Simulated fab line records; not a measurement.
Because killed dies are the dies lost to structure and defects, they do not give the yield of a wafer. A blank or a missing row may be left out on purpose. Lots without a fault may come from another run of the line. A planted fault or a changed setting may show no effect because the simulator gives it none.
fab line records ; flow gf180mcu ; part 1 of 2: steps 1 to 24 of 32
record lots=5; wafers=15; lastDay=33
route steps=602 shown HV_LDD@208 NSD@235
lots untouched by any fault: they come from a run of this same line in which no faults occurred
startH: hours from the record's opening day to when the first of the lot's shown wafers began ; waitH: hours since the lot's step before ; " the same as in the row above ; L1.1+2: a row that stands for several wafers ; - either no value or no given start ; * or withheld: withheld ; < > ~ a bound
route shown NAME@n: NAME is a module with steps in the file, n the number in the route of the first one ; usual: mean/standard deviation taken from wafers without a fault ; same: alike in all rows ; chamber/n: place in a boat ; sites: the reading at each site ; _std_site: how widely they spread, as a standard deviation ; _edge_site: inner sites' mean taken away from outer sites' mean ; radiusMm: how far each site lies from the wafer's centre ; mask NAME#n: copy n ; behind: tool/chamber where the wafer was last shaped ; hold: cause of the lot's hold/its duration in hours/its outcome ; device: names the non-switching transistor (n, p or np) ; end of line: at the end of the route, the tests of the same wafers ; a step without rows: its recipe alone ; killed: not the wafer's yield, but the dies lost to structure and defects at the first sort ; map: the dies of a wafer, with x for killed, . for not killed, _ for no die there
set.NAME: the setting that was run; set.NAME@STEP: the one run at that earlier step ; model.NAME: the simulator's own value behind a step, which no gauge read
certain route steps with their lots: each step a table, each wafer a row
services: from which hour (startH, from the record's first day; less than 0 if before it) a tool's chamber was out of use, for how many hours, and why
## steps
# step GF_HV_LDD_OVL_MEAS_32
# usual HV_LDD_02_OVL=-1.4/1.4
lot.wafer;tool;chamber;startH;waitH;HV_LDD_02_OVL[nm]
L076.1;overlay-01;-;269.26;0.1;-2.0
L076.5;overlay-01;-;269.26;0.1;-3.8
L076.6;overlay-01;-;269.26;0.1;-3.1
L078.2;overlay-01;-;284.92;0.1;-1.6
L078.3;overlay-01;-;284.92;0.1;-0.8
L078.6;overlay-01;-;284.92;0.1;-1.6
L083.2;overlay-02;-;321.25;0.1;-0.1
L083.5;overlay-02;-;321.25;0.1;0.1
L083.6;overlay-02;-;321.25;0.1;-0.5
L085.1;overlay-02;-;339.21;0.1;-0.8
L085.2;overlay-02;-;339.21;0.1;0.8
L085.4;overlay-02;-;339.21;0.1;-0.9
L094.3;overlay-02;-;405.26;0.1;-1.9
L094.4;overlay-02;-;405.26;0.1;-1.0
L094.5;overlay-02;-;405.26;0.1;-1.1
# step GF_HV_LDD_IMPLANT_33
# recipe species=P; energyKev=60; doseCm2=7.5e+12; tiltDeg=30; rotationDeg=0
# usual endStationPressureTorr=5.03e-06/2.8e-07
lot.wafer;tool;chamber;startH;waitH;endStationPressureTorr
L076.1;implanter-03;0;269.29;0.0;4.6e-06
L076.5;implanter-03;0;269.29;0.0;5.28e-06
L076.6;implanter-03;0;269.29;0.0;5.11e-06
L078.2;implanter-04;0;284.98;0.0;4.96e-06
L078.3;implanter-04;0;284.98;0.0;5.33e-06
L078.6;implanter-04;0;284.98;0.0;5.11e-06
L083.2;implanter-01;0;321.31;0.0;5.35e-06
L083.5;implanter-01;0;321.31;0.0;4.96e-06
L083.6;implanter-01;0;321.31;0.0;5.9e-06
L085.1;implanter-01;0;339.24;0.0;4.51e-06
L085.2;implanter-01;0;339.24;0.0;4.54e-06
L085.4;implanter-01;0;339.24;0.0;5.13e-06
L094.3;implanter-03;0;405.33;0.1;4.9e-06
L094.4;implanter-03;0;405.33;0.1;4.69e-06
L094.5;implanter-03;0;405.33;0.1;5.21e-06
# step GF_HV_LDD_IMPLANT_34
# recipe species=P; energyKev=60; doseCm2=7.299e+12; tiltDeg=30; rotationDeg=90
# usual endStationPressureTorr=5.04e-06/2.7e-07
lot.wafer;tool;chamber;startH;waitH;endStationPressureTorr
L076.1;implanter-03;0;269.44;0.1;4.52e-06
L076.5;implanter-03;0;269.44;0.1;5.31e-06
L076.6;implanter-03;0;269.44;0.1;4.61e-06
L078.2;implanter-04;0;285.13;0.1;4.94e-06
L078.3;implanter-04;0;285.13;0.1;4.61e-06
L078.6;implanter-04;0;285.13;0.1;5.3e-06
L083.2;implanter-01;0;321.46;0.1;5.18e-06
L083.5;implanter-01;0;321.46;0.1;5.11e-06
L083.6;implanter-01;0;321.46;0.1;4.83e-06
L085.1;implanter-01;0;339.39;0.1;4.64e-06
L085.2;implanter-01;0;339.39;0.1;4.34e-06
L085.4;implanter-01;0;339.39;0.1;5.16e-06
L094.3;implanter-03;0;405.48;0.1;5.25e-06
L094.4;implanter-03;0;405.48;0.1;4.92e-06
L094.5;implanter-03;0;405.48;0.1;4.9e-06
# step GF_HV_LDD_IMPLANT_35
# recipe species=P; energyKev=60; doseCm2=7.5e+12; tiltDeg=30; rotationDeg=180
# usual endStationPressureTorr=5.02e-06/2.9e-07
lot.wafer;tool;chamber;startH;waitH;endStationPressureTorr
L076.1;implanter-03;0;269.59;0.1;4.96e-06
L076.5;implanter-03;0;269.59;0.1;4.99e-06
L076.6;implanter-03;0;269.59;0.1;4.89e-06
L078.2;implanter-04;0;285.28;0.1;5.18e-06
L078.3;implanter-04;0;285.28;0.1;5.35e-06
L078.6;implanter-04;0;285.28;0.1;5.02e-06
L083.2;implanter-01;0;321.61;0.1;4.85e-06
L083.5;implanter-01;0;321.61;0.1;4.87e-06
L083.6;implanter-01;0;321.61;0.1;5.15e-06
L085.1;implanter-01;0;339.54;0.1;4.42e-06
L085.2;implanter-01;0;339.54;0.1;5.42e-06
L085.4;implanter-01;0;339.54;0.1;5.18e-06
L094.3;implanter-03;0;405.63;0.1;5.32e-06
L094.4;implanter-03;0;405.63;0.1;4.86e-06
L094.5;implanter-03;0;405.63;0.1;5.45e-06
# step GF_HV_LDD_IMPLANT_36
# recipe species=P; energyKev=60; doseCm2=7.5e+12; tiltDeg=30; rotationDeg=270
# usual endStationPressureTorr=5.02e-06/2.5e-07
lot.wafer;tool;chamber;startH;waitH;endStationPressureTorr
L076.1;implanter-03;0;269.74;0.1;5.23e-06
L076.5;implanter-03;0;269.74;0.1;4.63e-06
L076.6;implanter-03;0;269.74;0.1;4.99e-06
L078.2;implanter-04;0;285.43;0.1;4.44e-06
L078.3;implanter-04;0;285.43;0.1;4.61e-06
L078.6;implanter-04;0;285.43;0.1;5.32e-06
L083.2;implanter-01;0;321.76;0.1;5.12e-06
L083.5;implanter-01;0;321.76;0.1;4.69e-06
L083.6;implanter-01;0;321.76;0.1;4.94e-06
L085.1;implanter-01;0;339.69;0.1;5.1e-06
L085.2;implanter-01;0;339.69;0.1;5.54e-06
L085.4;implanter-01;0;339.69;0.1;5.27e-06
L094.3;implanter-03;0;405.78;0.1;4.97e-06
L094.4;implanter-03;0;405.78;0.1;5.06e-06
L094.5;implanter-03;0;405.78;0.1;4.98e-06
# step GF_HV_LDD_STRIP_37
# recipe chemistry=O2/N2; powerW=1400; pressureMtorr=1500; platenTempC=250; o2FlowSccm=3000; n2FlowSccm=300; overashFraction=0.5
# usual drypumpMotorCurrentA=5.8/0.32; heaterPowerW=346/26; n2FlowSccm=300.0/0.89; oesProductAu=0.716/0.0045; stripTimeToEndpointS=12.63/0.044
lot.wafer;tool;chamber;startH;waitH;drypumpMotorCurrentA;heaterPowerW;n2FlowSccm;oesProductAu;rfHoursCounterH;stripTimeToEndpointS
L076.1;plasmaAsher-01;1;269.89;0.1;5.3;339;300.7;0.715;60;12.59
L076.5;plasmaAsher-01;1;269.89;0.1;5.3;335;301.0;0.718;-;12.63
L076.6;plasmaAsher-01;0;269.89;0.1;5.8;369;299.3;0.721;-;12.61
L078.2;plasmaAsher-02;1;285.55;0.1;6.0;316;299.2;0.718;17;12.58
L078.3;plasmaAsher-02;1;285.55;0.1;6.0;320;299.6;0.712;-;12.59
L078.6;plasmaAsher-02;1;285.55;0.1;6.0;321;298.7;0.717;-;12.58
L083.2;plasmaAsher-03;1;321.88;0.1;5.9;329;298.7;0.714;57;12.68
L083.5;plasmaAsher-03;1;321.88;0.1;5.8;325;301.2;0.710;-;12.61
L083.6;plasmaAsher-03;0;321.88;0.1;5.5;319;299.2;0.715;-;12.66
L085.1;plasmaAsher-02;1;339.84;0.1;5.9;315;301.0;0.721;23;12.62
L085.2;plasmaAsher-02;0;339.84;0.1;6.2;372;299.5;0.714;23;12.65
L085.4;plasmaAsher-02;1;339.84;0.1;6.0;312;299.8;0.715;-;12.63
L094.3;plasmaAsher-02;1;405.92;0.1;6.0;305;301.3;0.714;-;12.53
L094.4;plasmaAsher-02;0;405.92;0.1;6.2;377;299.3;0.724;-;12.54
L094.5;plasmaAsher-02;1;405.92;0.1;6.0;306;300.3;0.728;-;12.52
# step GF_HV_LDD_TW_MEAS_38
# usual HV_LDD_3_TW=1439/7.8
lot.wafer;tool;chamber;startH;waitH;HV_LDD_3_TW
L076.1;filmMetro-02;-;269.99;0.1;1434
L076.5;filmMetro-02;-;269.99;0.1;1442
L076.6;filmMetro-02;-;269.99;0.1;1440
L078.2;filmMetro-02;-;285.66;0.1;1439
L078.3;filmMetro-02;-;285.66;0.1;1436
L078.6;filmMetro-02;-;285.66;0.1;1432
L083.2;filmMetro-03;-;321.99;0.1;1434
L083.5;filmMetro-03;-;321.99;0.1;1432
L083.6;filmMetro-03;-;321.99;0.1;1448
L085.1;filmMetro-01;-;339.94;0.1;1452
L085.2;filmMetro-01;-;339.94;0.1;1442
L085.4;filmMetro-01;-;339.94;0.1;1439
L094.3;filmMetro-03;-;406.00;0.1;1433
L094.4;filmMetro-03;-;406.00;0.1;1442
L094.5;filmMetro-03;-;406.00;0.1;1443
# step GF_HV_LDD_DEHYDRATE_39
# recipe tempC=200; timeS=60
# usual heaterPowerTotalW=160.37/0.12; resistLineTempC=23.01/0.1
lot.wafer;tool;chamber;startH;waitH;heaterPowerTotalW;resistLineTempC
L076.1;lithoTrack-03;0;278.54;8.5;160.46;22.99
L076.5;lithoTrack-03;0;278.54;8.5;160.35;22.89
L076.6;lithoTrack-03;0;278.54;8.5;160.34;23.10
L078.2;lithoTrack-02;0;295.32;9.6;160.32;22.92
L078.3;lithoTrack-02;0;295.32;9.6;160.34;22.92
L078.6;lithoTrack-02;0;295.32;9.6;160.57;22.90
L083.2;lithoTrack-03;0;331.91;9.9;160.56;22.95
L083.5;lithoTrack-03;0;331.91;9.9;160.12;23.08
L083.6;lithoTrack-03;0;331.91;9.9;160.36;23.08
L085.1;lithoTrack-03;0;350.04;10.1;160.32;23.01
L085.2;lithoTrack-03;0;350.04;10.1;160.32;23.13
L085.4;lithoTrack-03;0;350.04;10.1;160.37;22.95
L094.3;lithoTrack-02;0;416.69;10.7;160.48;23.13
L094.4;lithoTrack-02;0;416.69;10.7;160.43;23.28
L094.5;lithoTrack-02;0;416.69;10.7;160.59;23.16
# step GF_HV_LDD_HMDS_40
# recipe primeTimeS=60; primeTempC=120
# usual resistLineTempC=23.00/0.1
lot.wafer;tool;chamber;startH;waitH;resistLineTempC
L076.1;lithoTrack-03;0;278.69;0.1;23.07
L076.5;lithoTrack-03;0;278.69;0.1;23.10
L076.6;lithoTrack-03;0;278.69;0.1;23.10
L078.2;lithoTrack-02;0;295.47;0.1;23.13
L078.3;lithoTrack-02;0;295.47;0.1;23.07
L078.6;lithoTrack-02;0;295.47;0.1;22.99
L083.2;lithoTrack-03;0;332.06;0.1;23.12
L083.5;lithoTrack-03;0;332.06;0.1;23.03
L083.6;lithoTrack-03;0;332.06;0.1;23.04
L085.1;lithoTrack-03;0;350.19;0.1;23.03
L085.2;lithoTrack-03;0;350.19;0.1;23.00
L085.4;lithoTrack-03;0;350.19;0.1;23.10
L094.3;lithoTrack-02;0;416.84;0.1;22.85
L094.4;lithoTrack-02;0;416.84;0.1;22.86
L094.5;lithoTrack-02;0;416.84;0.1;23.08
# step GF_HV_LDD_COAT_41
# recipe resist=NOVOLAK; spinRpm=3000; resistThkNm=1000
# usual resistLineTempC=23.00/0.12
lot.wafer;tool;chamber;startH;waitH;resistLineTempC
L076.1;lithoTrack-03;0;278.84;0.1;22.96
L076.5;lithoTrack-03;0;278.84;0.1;23.14
L076.6;lithoTrack-03;0;278.84;0.1;23.05
L078.2;lithoTrack-02;0;295.62;0.1;23.12
L078.3;lithoTrack-02;0;295.62;0.1;22.96
L078.6;lithoTrack-02;0;295.62;0.1;22.87
L083.2;lithoTrack-03;0;332.21;0.1;22.97
L083.5;lithoTrack-03;0;332.21;0.1;22.97
L083.6;lithoTrack-03;0;332.21;0.1;23.02
L085.1;lithoTrack-03;0;350.34;0.1;23.04
L085.2;lithoTrack-03;0;350.34;0.1;23.14
L085.4;lithoTrack-03;0;350.34;0.1;22.90
L094.3;lithoTrack-02;0;416.99;0.1;23.18
L094.4;lithoTrack-02;0;416.99;0.1;23.17
L094.5;lithoTrack-02;0;416.99;0.1;23.11
# step GF_HV_LDD_SOFTBAKE_42
# recipe tempC=90; timeS=60; resist=NOVOLAK
# usual heaterPowerTotalW=56.60/0.043; resistLineTempC=22.99/0.11
lot.wafer;tool;chamber;startH;waitH;heaterPowerTotalW;resistLineTempC
L076.1;lithoTrack-03;0;278.99;0.1;56.66;22.97
L076.5;lithoTrack-03;0;278.99;0.1;56.59;22.82
L076.6;lithoTrack-03;0;278.99;0.1;56.55;23.05
L078.2;lithoTrack-02;0;295.77;0.1;56.57;22.88
L078.3;lithoTrack-02;0;295.77;0.1;56.57;23.00
L078.6;lithoTrack-02;0;295.77;0.1;56.55;23.01
L083.2;lithoTrack-03;0;332.36;0.1;56.58;22.80
L083.5;lithoTrack-03;0;332.36;0.1;56.58;22.89
L083.6;lithoTrack-03;0;332.36;0.1;56.63;22.99
L085.1;lithoTrack-03;0;350.49;0.1;56.70;22.89
L085.2;lithoTrack-03;0;350.49;0.1;56.56;22.90
L085.4;lithoTrack-03;0;350.49;0.1;56.64;22.94
L094.3;lithoTrack-02;0;417.14;0.1;56.68;23.17
L094.4;lithoTrack-02;0;417.14;0.1;56.52;22.99
L094.5;lithoTrack-02;0;417.14;0.1;56.63;23.11
# step GF_HV_LDD_EXPOSE_43
# recipe maskId=Pplus_HV_AREA; targetCdNm=400; na=0.6; sourceShape=conventional; sigmaOuter=0.6; doseMj=140
# same sigmaOuter=0.6
lot.wafer;tool;chamber;startH;waitH;mask
L076.1+5+6;ilineStepper-02;0;-;-;Pplus_HV_AREA#0
L078.2+3+6;ilineStepper-02;0;-;-;Pplus_HV_AREA#0
L083.2+5+6;ilineStepper-01;0;-;-;Pplus_HV_AREA#0
L085.1+2+4;ilineStepper-01;0;-;-;Pplus_HV_AREA#0
L094.3+4+5;ilineStepper-02;0;-;-;Pplus_HV_AREA#0
# step GF_HV_LDD_PEB_44
# recipe tempC=withheld; timeS=*; resist=NOVOLAK
# usual resistLineTempC=*
lot.wafer;tool;chamber;startH;waitH;resistLineTempC
L076.1;lithoTrack-03;0;-;-;*
L076.5;lithoTrack-03;0;-;-;*
L076.6;lithoTrack-03;0;-;-;*
L078.2;lithoTrack-03;0;-;-;*
L078.3;lithoTrack-03;0;-;-;*
L078.6;lithoTrack-03;0;-;-;*
L083.2;lithoTrack-03;0;-;-;*
L083.5;lithoTrack-03;0;-;-;*
L083.6;lithoTrack-03;0;-;-;*
L085.1;lithoTrack-03;0;-;-;*
L085.2;lithoTrack-03;0;-;-;*
L085.4;lithoTrack-03;0;-;-;*
L094.3;lithoTrack-02;0;-;-;*
L094.4;lithoTrack-02;0;-;-;*
L094.5;lithoTrack-02;0;-;-;*
# step GF_HV_LDD_DEVELOP_45
# recipe developTimeS=60; devTempC=23
# usual resistLineTempC=23.00/0.1
lot.wafer;tool;chamber;startH;waitH;resistLineTempC
L076.1;lithoTrack-03;0;289.24;0.1;22.97
L076.5;lithoTrack-03;0;289.24;0.1;23.04
L076.6;lithoTrack-03;0;289.24;0.1;23.07
L078.2;lithoTrack-03;0;305.81;0.1;23.27
L078.3;lithoTrack-03;0;305.81;0.1;23.12
L078.6;lithoTrack-03;0;305.81;0.1;23.09
L083.2;lithoTrack-03;0;342.81;0.1;22.99
L083.5;lithoTrack-03;0;342.81;0.1;23.18
L083.6;lithoTrack-03;0;342.81;0.1;23.18
L085.1;lithoTrack-03;0;361.04;0.1;23.09
L085.2;lithoTrack-03;0;361.04;0.1;23.12
L085.4;lithoTrack-03;0;361.04;0.1;23.08
L094.3;lithoTrack-02;0;429.34;0.1;22.92
L094.4;lithoTrack-02;0;429.34;0.1;22.91
L094.5;lithoTrack-02;0;429.34;0.1;22.88
# step GF_HV_LDD_CD_MEAS_46
# recipe targetCdNm=400
# usual cdNm=399.5/2.6
lot.wafer;tool;chamber;startH;waitH;cdNm
L076.1;cdSem-01;-;289.39;0.1;398.3
L076.5;cdSem-01;-;289.39;0.1;400.7
L076.6;cdSem-01;-;289.39;0.1;398.3
L078.2;cdSem-01;-;305.96;0.1;405.1
L078.3;cdSem-01;-;305.96;0.1;405.8
L078.6;cdSem-01;-;305.96;0.1;407.0
L083.2;cdSem-02;-;342.96;0.1;397.7
L083.5;cdSem-02;-;342.96;0.1;397.8
L083.6;cdSem-02;-;342.96;0.1;399.3
L085.1;cdSem-02;-;361.19;0.1;397.7
L085.2;cdSem-02;-;361.19;0.1;395.9
L085.4;cdSem-02;-;361.19;0.1;398.2
L094.3;cdSem-01;-;429.48;0.1;398.4
L094.4;cdSem-01;-;429.48;0.1;401.0
L094.5;cdSem-01;-;429.48;0.1;399.6
# step GF_HV_LDD_OVL_MEAS_47
# usual HV_LDD_03_OVL=-0.3/1.3
lot.wafer;tool;chamber;startH;waitH;HV_LDD_03_OVL[nm]
L076.1;overlay-01;-;289.51;0.1;1.7
L076.5;overlay-01;-;289.51;0.1;-1.0
L076.6;overlay-01;-;289.51;0.1;0.1
L078.2;overlay-01;-;306.06;0.1;1.4
L078.3;overlay-01;-;306.06;0.1;-0.7
L078.6;overlay-01;-;306.06;0.1;1.5
L083.2;overlay-02;-;343.06;0.1;1.2
L083.5;overlay-02;-;343.06;0.1;1.1
L083.6;overlay-02;-;343.06;0.1;1.0
L085.1;overlay-01;-;361.31;0.1;-1.2
L085.2;overlay-01;-;361.31;0.1;0.1
L085.4;overlay-01;-;361.31;0.1;-0.5
L094.3;overlay-01;-;429.58;0.1;-1.2
L094.4;overlay-01;-;429.58;0.1;-2.1
L094.5;overlay-01;-;429.58;0.1;-2.5
# step GF_HV_LDD_IMPLANT_48
# recipe species=B; energyKev=25; doseCm2=2.98e+13; tiltDeg=7
# usual endStationPressureTorr=5.16e-06/2.9e-07
lot.wafer;tool;chamber;startH;waitH;endStationPressureTorr
L076.1;implanter-01;0;289.54;0.0;5.21e-06
L076.5;implanter-01;0;289.54;0.0;4.93e-06
L076.6;implanter-01;0;289.54;0.0;4.49e-06
L078.2;implanter-03;0;306.12;0.0;4.94e-06
L078.3;implanter-03;0;306.12;0.0;4.98e-06
L078.6;implanter-03;0;306.12;0.0;5.76e-06
L083.2;implanter-03;0;343.12;0.0;5.27e-06
L083.5;implanter-03;0;343.12;0.0;5.47e-06
L083.6;implanter-03;0;343.12;0.0;4.81e-06
L085.1;implanter-04;0;361.34;0.0;4.62e-06
L085.2;implanter-04;0;361.34;0.0;4.96e-06
L085.4;implanter-04;0;361.34;0.0;4.74e-06
L094.3;implanter-04;0;429.65;0.1;5.04e-06
L094.4;implanter-04;0;429.65;0.1;5.34e-06
L094.5;implanter-04;0;429.65;0.1;5.44e-06
# step GF_HV_LDD_STRIP_49
# recipe chemistry=O2/N2; powerW=1400; pressureMtorr=1500; platenTempC=250; o2FlowSccm=3000; n2FlowSccm=300; overashFraction=0.5
# usual drypumpMotorCurrentA=5.78/0.3; heaterPowerW=341/26; n2FlowSccm=300.1/0.92; oesProductAu=0.716/0.0046; stripTimeToEndpointS=12.63/0.038
lot.wafer;tool;chamber;startH;waitH;drypumpMotorCurrentA;heaterPowerW;n2FlowSccm;oesProductAu;rfHoursCounterH;stripTimeToEndpointS
L076.1;plasmaAsher-01;0;289.69;0.1;5.79;368;301.2;0.718;62;12.63
L076.5;plasmaAsher-01;1;289.69;0.1;5.29;332;300.8;0.714;-;12.64
L076.6;plasmaAsher-01;0;289.69;0.1;5.83;377;300.3;0.720;-;12.60
L078.2;plasmaAsher-01;0;306.24;0.1;5.81;384;300.8;0.725;63;12.57
L078.3;plasmaAsher-01;1;306.24;0.1;5.27;334;298.8;0.713;-;12.51
L078.6;plasmaAsher-01;0;306.24;0.1;5.78;383;300.6;0.725;-;12.55
L083.2;plasmaAsher-01;1;343.24;0.1;5.28;332;300.2;0.719;67;12.69
L083.5;plasmaAsher-01;0;343.24;0.1;5.81;376;299.3;0.715;-;12.63
L083.6;plasmaAsher-01;1;343.24;0.1;5.28;342;298.9;0.721;-;12.68
L085.1;plasmaAsher-02;0;361.49;0.1;6.17;371;300.2;0.720;25;12.64
L085.2;plasmaAsher-02;1;361.49;0.1;5.97;312;300.8;0.718;25;12.64
L085.4;plasmaAsher-02;0;361.49;0.1;6.17;380;300.2;0.717;-;12.62
L094.3;plasmaAsher-01;1;429.78;0.1;5.27;333;298.8;0.716;-;12.63
L094.4;plasmaAsher-01;0;429.78;0.1;5.82;381;301.0;0.717;-;12.62
L094.5;plasmaAsher-01;1;429.78;0.1;5.27;338;298.4;0.717;-;12.61
# step GF_HV_LDD_TW_MEAS_50
# usual HV_LDD_4_TW=570/4.1
lot.wafer;tool;chamber;startH;waitH;HV_LDD_4_TW
L076.1;filmMetro-02;-;289.91;0.2;568
L076.5;filmMetro-02;-;289.91;0.2;568
L076.6;filmMetro-02;-;289.91;0.2;570
L078.2;filmMetro-02;-;306.35;0.1;568
L078.3;filmMetro-02;-;306.35;0.1;571
L078.6;filmMetro-02;-;306.35;0.1;569
L083.2;filmMetro-01;-;343.35;0.1;572
L083.5;filmMetro-01;-;343.35;0.1;569
L083.6;filmMetro-01;-;343.35;0.1;567
L085.1;filmMetro-02;-;361.59;0.1;569
L085.2;filmMetro-02;-;361.59;0.1;568
L085.4;filmMetro-02;-;361.59;0.1;569
L094.3;filmMetro-03;-;429.87;0.1;575
L094.4;filmMetro-03;-;429.87;0.1;574
L094.5;filmMetro-03;-;429.87;0.1;578
# step GF_HV_LDD_CLEAN_51
# recipe chemistry=SC1/SC2; mix=1:4:20; tempC=70; timeS=150; dry=n2Spin
# usual tempC=70.00/0.13
lot.wafer;tool;chamber;startH;waitH;tempC
L076.1;wetBench-02;0;289.97;0.1;70.05
L076.5;wetBench-02;0;289.97;0.1;70.06
L076.6;wetBench-02;0;289.97;0.1;70.00
L078.2;wetBench-02;1;306.40;0.0;69.99
L078.3;wetBench-02;1;306.40;0.0;69.95
L078.6;wetBench-02;1;306.40;0.0;69.83
L083.2;wetBench-01;0;343.40;0.0;69.62
L083.5;wetBench-01;0;343.40;0.0;69.84
L083.6;wetBench-01;0;343.40;0.0;69.87
L085.1;wetBench-02;3;361.65;0.1;70.07
L085.2;wetBench-02;3;361.65;0.1;70.07
L085.4;wetBench-02;3;361.65;0.1;70.08
L094.3;wetBench-03;1;429.91;0.0;69.92
L094.4;wetBench-03;1;429.91;0.0;69.81
L094.5;wetBench-03;1;429.91;0.0;69.92
# step GF_HV_LDD_RTA_52
# recipe tempC=1000; timeS=10; ambient=N2
# usual chamberO2Ppm=1.998/0.022; lampPowerPct=32.5/2; wafer_temp_C_max=1005.3/1.1
lot.wafer;tool;chamber;startH;waitH;chamberO2Ppm;lampPowerPct;wafer_temp_C_max
L076.1;rtpAnneal-01;0;290.02;0.0;1.993;34.5;1005.9
L076.5;rtpAnneal-01;0;290.02;0.0;1.967;34.5;1004.0
L076.6;rtpAnneal-01;0;290.02;0.0;1.994;34.5;1006.7
L078.2;rtpAnneal-01;0;306.47;0.0;2.018;34.5;1005.5
L078.3;rtpAnneal-01;0;306.47;0.0;2.004;34.5;1006.5
L078.6;rtpAnneal-01;0;306.47;0.0;2.021;34.5;1007.3
L083.2;rtpAnneal-01;0;343.47;0.0;1.956;34.5;1002.6
L083.5;rtpAnneal-01;0;343.47;0.0;1.936;34.5;1005.5
L083.6;rtpAnneal-01;0;343.47;0.0;1.984;34.5;1005.6
L085.1;rtpAnneal-01;0;361.70;0.0;1.998;34.5;1006.0
L085.2;rtpAnneal-01;0;361.70;0.0;1.967;34.5;1005.3
L085.4;rtpAnneal-01;0;361.70;0.0;2.021;34.5;1006.1
L094.3;rtpAnneal-02;0;430.03;0.0;1.977;30.4;1004.8
L094.4;rtpAnneal-02;0;430.03;0.0;2.004;30.4;1005.0
L094.5;rtpAnneal-02;0;430.03;0.0;2.035;30.4;1005.5
# step GF_HV_LDD_RS_MEAS_53
# recipe thkMeasGauge=four-point-probe
# usual HV_LDD_RS=418.9/0.89
lot.wafer;tool;chamber;startH;waitH;HV_LDD_RS[ohm/sq]
L076.1;filmMetro-03;-;290.09;0.1;420.4
L076.5;filmMetro-03;-;290.09;0.1;420.5
L076.6;filmMetro-03;-;290.09;0.1;419.1
L078.2;filmMetro-02;-;306.54;0.1;418.3
L078.3;filmMetro-02;-;306.54;0.1;418.3
L078.6;filmMetro-02;-;306.54;0.1;416.9
L083.2;filmMetro-03;-;343.55;0.1;417.4
L083.5;filmMetro-03;-;343.55;0.1;418.5
L083.6;filmMetro-03;-;343.55;0.1;417.6
L085.1;filmMetro-01;-;361.84;0.1;418.7
L085.2;filmMetro-01;-;361.84;0.1;419.4
L085.4;filmMetro-01;-;361.84;0.1;418.3
L094.3;filmMetro-03;-;430.12;0.1;420.0
L094.4;filmMetro-03;-;430.12;0.1;420.3
L094.5;filmMetro-03;-;430.12;0.1;420.0
# step GF_HV_LDD_CVD_54
# recipe material=SiO2; targetThkNm=10; precursor=TEOS; tempC=680; timeS=75; pressureMtorr=400
# usual spikeTcCentreC=680.6/1.2
lot.wafer;tool;chamber;startH;waitH;spikeTcCentreC
L076.1;lpcvd-01;0;290.21;0.1;681.1
L076.5;lpcvd-01;0;290.21;0.1;681.5
L076.6;lpcvd-01;0;290.21;0.1;681.7
L078.2;lpcvd-01;0;306.64;0.1;679.4
L078.3;lpcvd-01;0;306.64;0.1;679.7
L078.6;lpcvd-01;0;306.64;0.1;680.8
L083.2;lpcvd-02;1;343.65;0.1;681.5
L083.5;lpcvd-02;1;343.65;0.1;679.5
L083.6;lpcvd-02;1;343.65;0.1;680.4
L085.1;lpcvd-02;1;361.97;0.1;678.6
L085.2;lpcvd-02;1;361.97;0.1;678.5
L085.4;lpcvd-02;1;361.97;0.1;680.9
L094.3;lpcvd-01;1;430.20;0.1;682.2
L094.4;lpcvd-01;1;430.20;0.1;680.3
L094.5;lpcvd-01;1;430.20;0.1;682.6
# step GF_HV_LDD_THK_MEAS_55
# recipe reads=SiO2_of_HV_LDD_CVD_54
# usual HV_LDD_CVD_54_THK=9.92/0.14
lot.wafer;tool;chamber;startH;waitH;HV_LDD_CVD_54_THK[nm]
L076.1;filmMetro-02;-;291.23;0.0;10.11
L076.5;filmMetro-02;-;291.23;0.0;10.05
L076.6;filmMetro-02;-;291.23;0.0;9.95
L078.2;filmMetro-03;-;308.18;0.0;9.76
L078.3;filmMetro-03;-;308.18;0.0;9.86
L078.6;filmMetro-03;-;308.18;0.0;9.78
L083.2;filmMetro-02;-;344.68;0.0;10.10
L083.5;filmMetro-02;-;344.68;0.0;10.01
L083.6;filmMetro-02;-;344.68;0.0;10.15
L085.1;filmMetro-02;-;363.50;0.0;9.95
L085.2;filmMetro-02;-;363.50;0.0;9.90
L085.4;filmMetro-02;-;363.50;0.0;9.99
L094.3;filmMetro-03;-;431.24;0.0;10.07
L094.4;filmMetro-03;-;431.24;0.0;10.10
L094.5;filmMetro-03;-;431.24;0.0;10.04
